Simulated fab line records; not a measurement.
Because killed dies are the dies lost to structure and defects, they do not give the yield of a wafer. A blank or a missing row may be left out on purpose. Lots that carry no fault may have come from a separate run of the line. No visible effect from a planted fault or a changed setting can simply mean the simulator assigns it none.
Problem report, 8D (eight disciplines) form, completed by code | flow sky130 | the parts of the form that need people (team, actions taken, sign-off) are left out

1. THE PROBLEM
CONTACT_HDPCVD_THK at SKY_CONTACT_THK_MEAS_03 reads a mean of 675 nm on 1 wafer of 1 lot; wafers without a fault read 561 nm with a standard deviation of 5.9. That puts it +19 standard deviations away from the usual mean.
First seen on wafer L225.3, day 36 05:36, on filmMetro-04. The record holds 30 wafers of 10 lots with a number at this step. By rule, "out" or "out of limits" means more than 4 standard deviations away from the usual mean. The rest of the wafers with a number are treated as sound.

2. WHAT IT IS AND WHAT IT IS NOT
question                    | is                 | is not
which readings at this step | CONTACT_HDPCVD_THK | -
which lots                  | L225               | L208, L211, L212, L217, L218, L220, L222, L226, L230
which wafers of those lots  | L225.3             | L225.2, L225.5
read on which gauges        | filmMetro-04       | filmMetro-02, filmMetro-03
when                        | from day 36 05:36  | up to then (23 sound wafers); but 6 sound wafers of L226, L230 came after

3. THE SUSPECTS, EACH WITH WHAT RULES IT OUT
Counting: any tool at a process step up to the reading remains a suspect provided it ran every lot that is out. Sound lots after the first of them don't rule it out here, since some wafers of a struck lot are sound.
- the gauge at SKY_CONTACT_THK_MEAS_03 has been ruled out. All the wafers that are out were read on filmMetro-04, but those of them that SKY_CONTACT_HDPCVD_02 has rows for are out there too, on other tools.
- plasmaAsher-03 at SKY_LI_CONTACT_STRIP_16 (strips in O2/N2): kept. The lot that is out, L225, ran on it at day 35 00:57; the last sound lot it ran before that was L218, at day 33 19:39.
- hdpcvd-02 at SKY_CONTACT_HDPCVD_02 (deposits SiO2, target thk 565 nm, time 94.2 s): kept. The lot that is out, L225, ran on it at day 36 05:31; the last sound lot it ran before that was L220, at day 35 01:11. Out on those wafers are its own readings of sih4FlowSccm.
- Within plasmaAsher-03 at SKY_LI_CONTACT_STRIP_16, the wafers that are out were processed in chamber 1 and their sound lot-mates in chamber 0.
- At SKY_CONTACT_HDPCVD_02, inside hdpcvd-02: chamber 0 took the wafers that are out, while their sound lot-mates went through chambers 1, 2.
Left after counting: plasmaAsher-03 at SKY_LI_CONTACT_STRIP_16, hdpcvd-02 at SKY_CONTACT_HDPCVD_02.

4. THE CAUSE (what the simulator had put in)
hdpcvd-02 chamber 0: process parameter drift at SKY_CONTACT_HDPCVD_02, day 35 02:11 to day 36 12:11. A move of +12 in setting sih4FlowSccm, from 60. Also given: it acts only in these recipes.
Counting left 2 suspects, and this tool is among them.

5. SEQUENCE OF EFFECTS, ordered by route
Rows list readings where the struck wafers' mean (over those with a number) sits beyond 3 standard deviations from the usual. Scope: only readings with a usual standard deviation given in the record; hours: median across lots of the time from each lot's start at the first step in this table that gives one to its start at this step; sigmas: change in usual standard deviations.
hours | step                    | reading            | usual      | on struck wafers | change | sigmas
0     | SKY_CONTACT_HDPCVD_02   | sih4FlowSccm       | 60.00 sccm | 72.03            | +12.03 | +71
0     | SKY_CONTACT_THK_MEAS_03 | CONTACT_HDPCVD_THK | 561 nm     | 675              | +114   | +19
2     | SKY_CONTACT_CMP_04      | timeToEndpointS    | 83 s       | 118              | +35    | +7.8
Here are the process steps it includes:
- SKY_CONTACT_HDPCVD_02: deposits SiO2, target thk 565 nm, time 94.2 s.
- SKY_CONTACT_CMP_04: polishes SiO2.

6. WHAT WOULD HAVE CAUGHT IT SOONER
27 hours passed between the start of the fault at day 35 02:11 and the first reading out of limits at a measuring or inspecting step in this record, taken at day 36 05:36.
The tool's own readings at SKY_CONTACT_HDPCVD_02 were out on every struck wafer that the step has a row for (sih4FlowSccm): an alarm limit on them would have fired on the first of those.
By day 36 05:36, every lot that is out (1) had started SKY_CONTACT_HDPCVD_02 on hdpcvd-02. Tool hold at that time: it would have spared none of them.
